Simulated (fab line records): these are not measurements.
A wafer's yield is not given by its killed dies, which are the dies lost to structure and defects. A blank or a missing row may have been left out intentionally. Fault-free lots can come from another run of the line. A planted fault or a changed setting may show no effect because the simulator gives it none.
fab line records | flow sky130
record lots=24 wafers=72 last-day=50
route steps=708 shown METAL2@484 VIA2@528 VIA3@585 CAP2M@606 VIA4@659
lots that met no fault: taken from a fault-free run of the same line
start-h: start of the lot's first displayed wafer, in hours after the record's first day | wait-h: hours elapsed since this lot's preceding step | " as in the row above | L1.1+2: one row covering several wafers at once | - no value present, or no start provided | * or withheld: withheld | < > ~ a bound
route shown NAME@n: names a module that has steps shown in the file, with the first one's number in the route | usual: mean and standard deviation over wafers with no fault | same: alike in all rows | chamber/n: place in a boat | sites: the reading at each site | _std_site: standard deviation across them | _edge_site: outer sites' mean less inner sites' | radius-mm: for every site, how far away it sits from the centre of the wafer | mask NAME#n: copy n | behind: the tool/chamber that last shaped the wafer | hold: why the lot was held/for how many hours/how that ended | device: transistor that didn't switch, given as n, p or np | end of line: tests of these same wafers at the route's end | a step given without rows: its recipe and nothing more | killed: dies that structure and defects cost at the first sort, which is not the same as the wafer's yield | map: a wafer's dies, marking killed ones x, the rest . and places with no die _
set.NAME: setting as actually run; set.NAME@STEP: the setting as run at that earlier step | model.NAME: the simulator's own value behind a step, which no gauge read
one table for each step of the route and one row for each wafer, over a sample of lots
services: when a tool's chamber went out of use (start-h, in hours from the record's first day, below 0 if earlier), for how many hours, and the reason
## steps
# step SKY_METAL2_SPUTTER_01
# recipe material=TiN target-thk-nm=20 power-w=6500 time-s=16.7 chamber-pressure-pa=0.4
# usual throttle-valve-pct=29.7/0.98
# columns lot.wafer tool chamber start-h wait-h throttle-valve-pct
L074.1 pvd-sputter-03 - 782.82 0.0 28.3
L074.3 " - " " 30.1
L074.5 " - " " 28.7
L075.3 pvd-sputter-02 - 812.07 0.0 30.6
L075.4 " - " " 31.8
L075.5 " - " " 30.2
L076.2 pvd-sputter-02 - 826.97 0.0 31.3
L076.5 " - " " 30.3
L076.6 " - " " 31.8
L077.1 pvd-sputter-02 - 836.32 0.0 30.6
L077.3 " - " " 30.5
L077.5 " - " " 30.0
L078.3 pvd-sputter-03 - 851.90 0.0 29.3
L078.4 " - " " 28.2
L078.6 " - " " 30.0
L079.1 pvd-sputter-03 - 854.02 0.0 29.0
L079.3 " - " " 29.6
L079.5 " - " " 28.3
L081.1 pvd-sputter-02 - 855.43 0.0 31.5
L081.4 " - " " 30.0
L081.6 " - " " 30.2
L080.1 pvd-sputter-03 - 857.01 0.0 28.3
L080.2 " - " " 30.1
L080.6 " - " " 29.3
L083.1 pvd-sputter-01 - 857.62 0.0 28.5
L083.2 " - " " 30.8
L083.6 " - " " 29.2
L082.2 pvd-sputter-03 - 861.39 0.0 29.2
L082.3 " - " " 29.4
L082.5 " - " " 29.9
L084.1 pvd-sputter-03 - 875.38 0.0 29.0
L084.2 " - " " 28.2
L084.3 " - " " 29.5
L085.1 pvd-sputter-01 - 877.61 0.0 29.3
L085.2 " - " " 31.1
L085.6 " - " " 29.3
L086.2 pvd-sputter-03 - 884.04 0.0 29.5
L086.3 " - " " 30.1
L086.6 " - " " 29.9
L087.1 pvd-sputter-03 - 896.14 0.0 30.1
L087.5 " - " " 30.1
L087.6 " - " " 29.5
L088.2 pvd-sputter-03 - 903.78 0.0 29.2
L088.3 " - " " 28.2
L088.5 " - " " 29.3
L089.1 pvd-sputter-02 - 905.29 0.0 32.0
L089.3 " - " " 30.6
L089.6 " - " " 30.9
L090.4 pvd-sputter-03 - 909.72 0.0 30.2
L090.5 " - " " 28.7
L090.6 " - " " 29.5
L091.2 pvd-sputter-03 - 920.37 0.0 30.0
L091.4 " - " " 29.0
L091.5 " - " " 28.7
L092.3 pvd-sputter-01 - 939.87 0.0 28.6
L092.4 " - " " 29.8
L092.6 " - " " 30.9
L093.2 pvd-sputter-01 - 946.48 0.0 29.5
L093.4 " - " " 29.9
L093.5 " - " " 29.6
L095.1 pvd-sputter-02 - 950.93 0.0 29.7
L095.4 " - " " 31.7
L095.6 " - " " 31.7
L094.1 pvd-sputter-01 - 955.38 0.0 29.1
L094.4 " - " " 29.8
L094.6 " - " " 28.2
L096.3 pvd-sputter-02 - 956.34 0.0 30.8
L096.4 " - " " 31.8
L096.5 " - " " 31.4
L097.2 pvd-sputter-01 - 967.10 0.0 31.1
L097.3 " - " " 28.2
L097.5 " - " " 29.9
# step SKY_VIA2_CVD_21
# recipe material=W target-thk-nm=420 time-s=126.4 temp-c=400 pressure-torr=40
# usual heater-power-w=884/110
# columns lot.wafer tool chamber start-h wait-h heater-power-w
L074.1 cvd-w-01 1 838.06 0.0 823
L074.3 " 0 " " 861
L074.5 " 0 " " 881
L075.3 cvd-w-01 0 866.96 0.1 874
L075.4 " 1 " " 847
L075.5 " 1 " " 829
L076.2 cvd-w-02 0 881.01 0.0 1070
L076.5 " 0 " " 1042
L076.6 " 1 " " 789
L077.1 cvd-w-02 0 890.21 0.0 1029
L077.3 " 1 " " 801
L077.5 " 0 " " 1037
L078.3 cvd-w-02 0 905.19 0.1 1027
L078.4 " 1 " " 784
L078.6 " 1 " " 796
L079.1 cvd-w-02 1 906.81 0.0 780
L079.3 " 0 " " 1046
L079.5 " 1 " " 766
L081.1 cvd-w-02 1 908.71 0.0 783
L081.4 " 1 " " 807
L081.6 " 0 " " 1051
L080.1 cvd-w-02 1 909.45 0.0 796
L080.2 " 0 " " 1077
L080.6 " 1 " " 794
L083.1 cvd-w-02 0 911.31 0.0 1055
L083.2 " 1 " " 805
L083.6 " 1 " " 795
L082.2 cvd-w-02 0 914.44 0.0 1064
L082.3 " 1 " " 820
L082.5 " 1 " " 784
L084.1 cvd-w-02 0 929.21 0.0 1055
L084.2 " 1 " " 792
L084.3 " 1 " " 786
L085.1 cvd-w-01 1 930.84 0.0 816
L085.2 " 0 " " 833
L085.6 " 1 " " 828
L086.2 cvd-w-01 1 936.30 0.0 815
L086.3 " 1 " " 816
L086.6 " 0 " " 851
L087.1 cvd-w-01 0 948.30 0.0 844
L087.5 " 0 " " 863
L087.6 " 1 " " 796
L088.2 cvd-w-01 0 956.13 0.0 822
L088.3 " 0 " " 844
L088.5 " 1 " " 806
L089.1 cvd-w-02 0 957.25 0.0 1046
L089.3 " 0 " " 1037
L089.6 " 1 " " 811
L090.4 cvd-w-01 1 961.25 0.1 814
L090.5 " 0 " " 847
L090.6 " 1 " " 835
L091.2 cvd-w-01 1 971.90 0.0 812
L091.4 " 0 " " 828
L091.5 " 0 " " 828
L092.3 cvd-w-02 0 990.85 0.1 1071
L092.4 " 1 " " 789
L092.6 " 0 " " 1056
L093.2 cvd-w-01 0 996.45 0.0 838
L093.4 " 1 " " 812
L093.5 " 0 " " 826
L095.1 cvd-w-02 1 1001.26 0.0 792
L095.4 " 0 " " 1081
L095.6 " 1 " " 785
L094.1 cvd-w-02 0 1005.15 0.0 1064
L094.4 " 0 " " 1082
L094.6 " 0 " " 1053
L096.3 cvd-w-02 1 1006.19 0.1 796
L096.4 " 0 " " 1034
L096.5 " 1 " " 777
L097.2 cvd-w-01 1 1015.96 0.0 807
L097.3 " 1 " " 827
L097.5 " 1 " " 820
# step SKY_VIA3_CD_MEAS_12
# recipe target-cd-nm=200
# usual cd-nm=199.8/1.4
# columns lot.wafer tool chamber start-h wait-h cd-nm
L074.1 cd-sem-01 - 917.74 - 198.8
L074.3 " - " " 197.8
L074.5 " - " " 198.0
L075.3 cd-sem-02 - 944.43 - 200.4
L075.4 " - " " 199.9
L075.5 " - " " 199.7
L076.2 cd-sem-02 - 958.16 - 198.8
L076.5 " - " " 198.1
L076.6 " - " " 196.4
L077.1 cd-sem-02 - 965.44 - 200.1
L077.3 " - " " 199.8
L077.5 " - " " 200.6
L078.3 cd-sem-02 - 981.78 - 201.8
L078.4 " - " " 201.4
L078.6 " - " " 200.7
L079.1 cd-sem-02 - 982.85 - 201.5
L079.3 " - " " 201.5
L079.5 " - " " 201.9
L081.1 cd-sem-01 - 984.44 - 200.1
L081.4 " - " " 201.1
L081.6 " - " " 200.4
L080.1 cd-sem-01 - 985.39 - 197.9
L080.2 " - " " 199.3
L080.6 " - " " 198.6
L083.1 cd-sem-01 - 987.94 - 202.0
L083.2 " - " " 202.1
L083.6 " - " " 200.6
L082.2 cd-sem-01 - 990.26 - 198.8
L082.3 " - " " 199.4
L082.5 " - " " 200.3
L084.1 cd-sem-02 - 1003.39 - 201.1
L084.2 " - " " 199.7
L084.3 " - " " 198.9
L085.1 cd-sem-02 - 1007.10 - 201.3
L085.2 " - " " 201.3
L085.6 " - " " 201.8
L086.2 cd-sem-01 - 1010.97 - 199.3
L086.3 " - " " 201.1
L086.6 " - " " 199.4
L087.1 cd-sem-01 - 1022.24 - 199.2
L087.5 " - " " 200.5
L087.6 " - " " 198.5
L088.2 cd-sem-02 - 1028.92 - 200.5
L088.3 " - " " 200.1
L088.5 " - " " 200.0
L089.1 cd-sem-02 - 1029.99 - 198.6
L089.3 " - " " 197.1
L089.6 " - " " 198.4
L090.4 cd-sem-01 - 1033.15 - 199.3
L090.5 " - " " 200.5
L090.6 " - " " 200.2
L091.2 cd-sem-01 - 1043.02 - 200.7
L091.4 " - " " 199.7
L091.5 " - " " 201.7
L092.3 cd-sem-01 - 1060.48 - 200.9
L092.4 " - " " 201.1
L092.6 " - " " 200.3
L093.2 cd-sem-02 - 1064.96 - 199.3
L093.4 " - " " 200.5
L093.5 " - " " 199.3
L095.1 cd-sem-01 - 1070.24 - 199.5
L095.4 " - " " 199.2
L095.6 " - " " 198.6
L094.1 cd-sem-02 - 1072.09 - 195.6
L094.4 " - " " 198.3
L094.6 " - " " 197.0
L096.3 cd-sem-01 - 1075.18 - 200.9
L096.4 " - " " 201.9
L096.5 " - " " 202.1
L097.2 cd-sem-02 - 1083.56 - 199.7
L097.3 " - " " 199.7
L097.5 " - " " 198.0
# step SKY_VIA3_OVL_MEAS_13
# usual VIA3_OVL=1/5.1
# columns lot.wafer tool chamber start-h wait-h VIA3_OVL[nm]
L074.1 overlay-02 - 917.86 0.1 1
L074.3 " - " " 0
L074.5 " - " " 4
L075.3 overlay-02 - 944.52 0.1 0
L075.4 " - " " 9
L075.5 " - " " -4
L076.2 overlay-01 - 958.26 0.1 0
L076.5 " - " " -6
L076.6 " - " " 1
L077.1 overlay-01 - 965.56 0.1 4
L077.3 " - " " 1
L077.5 " - " " 2
L078.3 overlay-01 - 981.87 0.1 -6
L078.4 " - " " 0
L078.6 " - " " -2
L079.1 overlay-02 - 982.97 0.1 0
L079.3 " - " " -2
L079.5 " - " " 0
L081.1 overlay-01 - 984.56 0.1 3
L081.4 " - " " 2
L081.6 " - " " -1
L080.1 overlay-02 - 985.51 0.1 4
L080.2 " - " " 7
L080.6 " - " " 6
L083.1 overlay-01 - 988.06 0.1 -1
L083.2 " - " " 9
L083.6 " - " " 8
L082.2 overlay-02 - 990.37 0.1 -4
L082.3 " - " " 9
L082.5 " - " " 7
L084.1 overlay-02 - 1003.51 0.1 -6
L084.2 " - " " 8
L084.3 " - " " -2
L085.1 overlay-02 - 1007.22 0.1 -2
L085.2 " - " " 10
L085.6 " - " " 1
L086.2 overlay-02 - 1011.07 0.1 13
L086.3 " - " " 0
L086.6 " - " " 3
L087.1 overlay-02 - 1022.36 0.1 -4
L087.5 " - " " -1
L087.6 " - " " 3
L088.2 overlay-02 - 1029.02 0.1 -8
L088.3 " - " " -3
L088.5 " - " " -9
L089.1 overlay-01 - 1030.11 0.1 0
L089.3 " - " " 12
L089.6 " - " " 12
L090.4 overlay-02 - 1033.23 0.1 5
L090.5 " - " " -2
L090.6 " - " " 4
L091.2 overlay-02 - 1043.12 0.1 -1
L091.4 " - " " 0
L091.5 " - " " -5
L092.3 overlay-01 - 1060.57 0.1 0
L092.4 " - " " 5
L092.6 " - " " 10
L093.2 overlay-02 - 1065.06 0.1 10
L093.4 " - " " 4
L093.5 " - " " 5
L095.1 overlay-02 - 1070.36 0.1 -7
L095.4 " - " " -5
L095.6 " - " " -6
L094.1 overlay-01 - 1072.21 0.1 0
L094.4 " - " " 11
L094.6 " - " " 8
L096.3 overlay-02 - 1075.27 0.1 3
L096.4 " - " " -4
L096.5 " - " " 7
L097.2 overlay-01 - 1083.67 0.1 3
L097.3 " - " " 0
L097.5 " - " " 6
# step SKY_CAP2M_RS_MEAS_03
# recipe thk-meas-gauge=four-point-probe reads=TiN_of_CAP2M_SPUTTER_02
# usual CAP2M_TIN_RS=6.91/0.062
# columns lot.wafer tool chamber start-h wait-h CAP2M_TIN_RS[ohm/sq]
L074.1 film-metro-02 - 919.64 0.1 7.00
L074.3 " - " " 7.03
L074.5 " - " " 6.96
L075.3 film-metro-04 - 946.33 0.1 6.92
L075.4 " - " " 6.97
L075.5 " - " " 6.94
L076.2 film-metro-01 - 960.02 0.1 6.92
L076.5 " - " " 6.91
L076.6 " - " " 6.94
L077.1 film-metro-04 - 967.42 0.1 6.83
L077.3 " - " " 6.86
L077.5 " - " " 6.89
L078.3 film-metro-02 - 983.68 0.1 6.85
L078.4 " - " " 6.88
L078.6 " - " " 6.87
L079.1 film-metro-02 - 984.75 0.1 6.89
L079.3 " - " " 6.92
L079.5 " - " " 6.91
L081.1 film-metro-02 - 986.32 0.1 6.91
L081.4 " - " " 6.88
L081.6 " - " " 6.89
L080.1 film-metro-02 - 987.26 0.1 6.89
L080.2 " - " " 6.91
L080.6 " - " " 6.86
L083.1 film-metro-04 - 989.85 0.1 6.82
L083.2 " - " " 6.84
L083.6 " - " " 6.87
L082.2 film-metro-02 - 992.12 0.1 7.03
L082.3 " - " " 7.00
L082.5 " - " " 7.00
L084.1 film-metro-04 - 1005.25 0.1 6.98
L084.2 " - " " 6.96
L084.3 " - " " 6.95
L085.1 film-metro-04 - 1008.96 0.1 6.91
L085.2 " - " " 6.92
L085.6 " - " " 6.90
L086.2 film-metro-04 - 1012.83 0.1 6.81
L086.3 " - " " 6.78
L086.6 " - " " 6.78
L087.1 film-metro-01 - 1024.14 0.1 6.99
L087.5 " - " " 7.05
L087.6 " - " " 6.93
L088.2 film-metro-04 - 1030.86 0.1 6.96
L088.3 " - " " 6.93
L088.5 " - " " 6.99
L089.1 film-metro-01 - 1031.87 0.1 6.86
L089.3 " - " " 6.93
L089.6 " - " " 6.85
L090.4 film-metro-04 - 1035.64 0.1 6.88
L090.5 " - " " 6.93
L090.6 " - " " 6.88
L091.2 film-metro-01 - 1044.88 0.1 7.03
L091.4 " - " " 6.97
L091.5 " - " " 6.96
L092.3 film-metro-02 - 1062.37 0.1 7.01
L092.4 " - " " 6.97
L092.6 " - " " 6.93
L093.2 film-metro-04 - 1066.82 0.1 6.83
L093.4 " - " " 6.82
L093.5 " - " " 6.78
L095.1 film-metro-02 - 1072.10 0.1 6.91
L095.4 " - " " 6.92
L095.6 " - " " 6.93
L094.1 film-metro-02 - 1073.96 0.1 6.94
L094.4 " - " " 6.97
L094.6 " - " " 6.95
L096.3 film-metro-01 - 1077.04 0.1 6.85
L096.4 " - " " 6.82
L096.5 " - " " 6.85
L097.2 film-metro-01 - 1085.46 0.1 6.86
L097.3 " - " " 6.90
L097.5 " - " " 6.89
# step SKY_VIA4_THK_MEAS_20
# recipe thk-meas-gauge=xrf reads=W_of_VIA4_CVD_18
# usual VIA4_W_THK=498/8
# columns lot.wafer tool chamber start-h wait-h VIA4_W_THK[nm]
L074.1 film-metro-04 - 994.01 0.1 493
L074.3 " - " " 509
L074.5 " - " " 493
L075.3 film-metro-04 - 1018.79 0.1 484
L075.4 " - " " 489
L075.5 " - " " 488
L076.2 film-metro-03 - 1032.39 0.1 494
L076.5 " - " " 488
L076.6 " - " " 492
L077.1 film-metro-04 - 1038.73 0.1 488
L077.3 " - " " 491
L077.5 " - " " 494
L078.3 film-metro-01 - 1054.79 0.1 506
L078.4 " - " " 495
L078.6 " - " " 499
L079.1 film-metro-04 - 1055.11 0.1 494
L079.3 " - " " 504
L079.5 " - " " 496
L081.1 film-metro-01 - 1055.18 0.1 497
L081.4 " - " " 493
L081.6 " - " " 496
L080.1 film-metro-04 - 1058.13 0.1 505
L080.2 " - " " 489
L080.6 " - " " 492
L083.1 film-metro-04 - 1059.96 0.1 506
L083.2 " - " " 500
L083.6 " - " " 497
L082.2 film-metro-03 - 1062.52 0.1 499
L082.3 " - " " 506
L082.5 " - " " 507
L084.1 film-metro-04 - 1074.33 0.1 502
L084.2 " - " " 497
L084.3 " - " " 491
L085.1 film-metro-04 - 1077.34 0.1 490
L085.2 " - " " 510
L085.6 " - " " 493
L086.2 film-metro-03 - 1081.18 0.1 493
L086.3 " - " " 496
L086.6 " - " " 502
L087.1 film-metro-04 - 1090.60 0.1 492
L087.5 " - " " 480
L087.6 " - " " 491
L088.2 film-metro-01 - 1097.27 0.1 517
L088.3 " - " " 519
L088.5 " - " " 519
L089.1 film-metro-03 - 1099.53 0.1 511
L089.3 " - " " 494
L089.6 " - " " 496
L090.4 film-metro-01 - 1101.49 0.1 503
L090.5 " - " " 504
L090.6 " - " " 517
L091.2 film-metro-04 - 1109.24 0.1 499
L091.4 " - " " 505
L091.5 " - " " 495
L092.3 film-metro-03 - 1128.14 0.1 491
L092.4 " - " " 500
L092.6 " - " " 495
L093.2 film-metro-04 - 1132.15 0.1 513
L093.4 " - " " 508
L093.5 " - " " 503
L095.1 film-metro-04 - 1135.67 0.1 496
L095.4 " - " " 498
L095.6 " - " " 492
L094.1 film-metro-01 - 1137.82 0.1 495
L094.4 " - " " 505
L094.6 " - " " 493
L096.3 film-metro-03 - 1139.44 0.1 495
L096.4 " - " " 501
L096.5 " - " " 497
L097.2 film-metro-04 - 1147.94 0.1 499
L097.3 " - " " 499
L097.5 " - " " 493
## services
# columns tool chamber start-h hours kind
pvd-sputter-03 3 772.65 - consumable-replace:kit
pvd-sputter-03 3 772.65 18.0 scheduled-down
pvd-sputter-03 3 772.65 18.0 vent-cycle
pvd-sputter-02 1 777.16 - consumable-replace:kit
cvd-w-02 1 807.10 5.2 repair
cvd-w-01 1 845.77 10.6 repair
cvd-w-02 - 847.07 0.7 repair
pvd-sputter-01 - 847.18 9.9 repair
pvd-sputter-02 - 882.23 5.3 repair
cvd-w-01 - 904.00 14.0 pm
cvd-w-01 0 904.00 14.0 vent-cycle
cvd-w-01 1 904.00 14.0 vent-cycle
pvd-sputter-01 - 908.48 6.3 repair
cvd-w-01 0 918.00 - clean
cvd-w-01 1 918.00 - clean
pvd-sputter-01 - 928.45 2.9 repair
pvd-sputter-01 - 935.12 4.5 repair
cvd-w-02 1 964.27 5.6 repair
pvd-sputter-03 - 966.55 3.4 repair
pvd-sputter-03 2 983.45 - consumable-replace:kit
pvd-sputter-03 2 983.45 18.0 scheduled-down
pvd-sputter-03 2 983.45 18.0 vent-cycle
pvd-sputter-02 - 1005.81 5.8 repair
cvd-w-02 - 1006.53 0.9 repair
## key
fault none
